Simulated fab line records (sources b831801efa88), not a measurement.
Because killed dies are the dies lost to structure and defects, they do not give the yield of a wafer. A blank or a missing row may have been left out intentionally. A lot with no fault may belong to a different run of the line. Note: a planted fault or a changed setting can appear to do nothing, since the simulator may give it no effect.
Which tool is to blame? ; flow gf180mcu ; 13 lots with 39 wafers sampled at 2 steps, on a route of 602 steps

== WHAT EACH GAUGE READ, for each wafer ==
GF_V4_THK_MEAS_25: measures by xrf.
lot;measured;on;V4_W_THK (nm)
L627;day 24 03:36;film metro-02;349 346 349
L628;day 24 10:24;film metro-02;353 348 348
L629;day 24 22:04;film metro-03;342 340 340
L630;day 25 04:42;film metro-04;352 346 349
L631;day 25 15:30;film metro-03;353 350 346
L632;day 25 22:10;film metro-02;356 355 348
L633;day 26 11:32;film metro-02;349 346 344
L634;day 27 00:26;film metro-02;353 355 354
L638;day 28 04:50;film metro-04;346 347 357
L639;day 28 11:26;film metro-03;352 351 352
L641;day 29 06:41;film metro-04;351 343 346
L644;day 30 00:26;film metro-02;354 349 348
L647;day 30 14:20;film metro-04;353 349 349

== EACH LOT AND THE TOOL THAT RAN IT (in order: tool; ch and the chambers of the sampled wafers; start) ==
lot;GF_V3_ETCH_17
L627;rie diel-02 ch 2,3, day 22 01:00
L628;rie diel-03 ch 1,2,3, day 22 09:00
L629;rie diel-04 ch 1,3, day 22 21:00
L630;rie diel-04 ch 1,3, day 23 03:00
L631;rie diel-02 ch 0,2,3, day 23 11:00
L632;rie diel-03 ch 1,2,3, day 23 22:00
L633;rie diel-03 ch 0,1,3, day 24 13:00
L634;rie diel-02 ch 1,2,3, day 25 02:00
L638;rie diel-03 ch 1,2,3, day 26 08:00
L639;rie diel-03 ch 0,1, day 26 16:00
L641;rie diel-03 ch 2,3, day 27 12:00
L644;rie diel-03 ch 0,1,2, day 28 05:00
L647;rie diel-04 ch 0,1, day 28 20:00
- GF_V3_ETCH_17: etches SiO2 in C4F8/O2/Ar, stops on TiN, target depth 635 nm.

== WHAT THE TOOLS THEMSELVES READ (means of the sampled wafers that have a number; where no wafer has one, the mark that the record gives instead) ==
GF_V3_ETCH_17.
lot;tool;bias w (W);oes product au (a.u.)
L627;rie diel-02;1203;0.855
L628;rie diel-03;1202;0.854
L629;rie diel-04;1203;0.856
L630;rie diel-04;1198;0.858
L631;rie diel-02;1204;0.852
L632;rie diel-03;1202;0.854
L633;rie diel-03;1197;0.860
L634;rie diel-02;1203;0.855
L638;rie diel-03;1201;0.854
L639;rie diel-03;1195;0.852
L641;rie diel-03;1204;0.853
L644;rie diel-03;1216;0.861
L647;rie diel-04;1201;0.858

== THE ANSWER, worked out from the rows above alone ==
Rule: usual is defined by the lots themselves. Put in order of their means at a reading, lots are off if they are a third of the lots or fewer, leave a main group of 4 or more, and stand apart from it by a gap of 3 or more times the standard deviation of the main group's means; of several such gaps the widest counts. Not used: any main group whose means are identical at the precision the tables above print for the reading. A lot without any number at a reading at which 4 lots or more have one is off too. The other lots that the step has rows for count as sound. After the gauges, taken in route order, come the tools' own readings; for these a lot's mean is taken, as printed above. The first step at which some lot is off is used, and at that step the reading that is off furthest; a lot without a number counts as furthest.
Off: L644, at GF_V3_ETCH_17 (bias w). The main group: mean 1201 W, standard deviation 2.8.
A tool fits if, at that step or a process step before it, it ran every lot that is off, and no sound lot after the first of them. One candidate fits, namely rie diel-03 at GF_V3_ETCH_17. Its last sound lot is L641 (day 27 12:00), its first lot that is off L644 (day 28 05:00): a fault that began between those two fits.
The tool's own readings at GF_V3_ETCH_17 bear it out: on the lots that are off they differ by more than 5 times the standard deviation of the sound lots' means. bias w reads 1216 W there against 1201 W on the sound lots.

== WHAT WAS PUT IN BY THE SIMULATOR ==
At GF_V3_ETCH_17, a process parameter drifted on rie diel-03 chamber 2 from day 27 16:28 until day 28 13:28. A move of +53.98 in setting bias w, from 1200. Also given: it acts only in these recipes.
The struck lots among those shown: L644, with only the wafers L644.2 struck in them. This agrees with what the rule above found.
